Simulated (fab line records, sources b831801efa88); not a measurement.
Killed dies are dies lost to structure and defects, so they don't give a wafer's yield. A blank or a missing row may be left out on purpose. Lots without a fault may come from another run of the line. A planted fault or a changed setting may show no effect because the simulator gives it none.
Chamber matching | flow gf180mcu | GF_V3_CMP_04 on cmp-01: 4 sister chambers
The step polishes SiO2. 8 wafers are shown with their chamber, then 7 later ones without.

WAFERS WITH THEIR CHAMBER
wafer  | chamber | motor_current_A (A) | time_to_endpoint_s (s)
L433.1 | 3       | 12.6                | 71
L435.2 | 0       | 11.6                | 86
L436.1 | 1       | 12.3                | 69
L436.2 | 2       | 11.0                | 79
L436.3 | 0       | 11.2                | 83
L439.1 | 3       | 13.4                | 77
L439.3 | 1       | 11.9                | 74
L439.6 | 2       | 10.9                | 93

WAFERS WITHOUT THEIR CHAMBER
wafer  | motor_current_A (A) | time_to_endpoint_s (s)
L444.1 | 13.3                | 81
L444.4 | 10.6                | 88
L444.5 | 12.6                | 75
L445.1 | 11.1                | 87
L445.4 | 11.5                | 82
L447.2 | 10.9                | 76
L447.3 | 12.8                | 72

WHICH CHAMBER EACH WENT THROUGH
wafer  | from the rows above          | in truth
L444.1 | 3                            | 3
L444.4 | can't be placed: 2 or 0      | 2
L444.5 | can't be placed: 3 or 1      | 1
L445.1 | can't be placed: 2 or 0      | 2
L445.4 | can't be placed: 0 or 2 or 1 | 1
L447.2 | can't be placed: 2 or 0 or 1 | 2
L447.3 | can't be placed: 3 or 1      | 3
Placed correctly: 1 of 7. Can't be placed from these rows: 6 (the true chamber is among the candidates in 6). Placed wrongly: 0.
How it was worked out, from the rows above alone: a wafer's distance from a chamber is the root of the sum, over the readings, of the square of ((its reading less the chamber's mean) divided by the reading's scatter). The wafer belongs to the nearest chamber; if the next one is less than 2 further off, it can't be placed. A chamber's mean is the mean of its shown wafers. The scatter: the root of (the sum of the squares of (reading less its chamber's mean) over the shown wafers, divided by (wafers less chambers)).
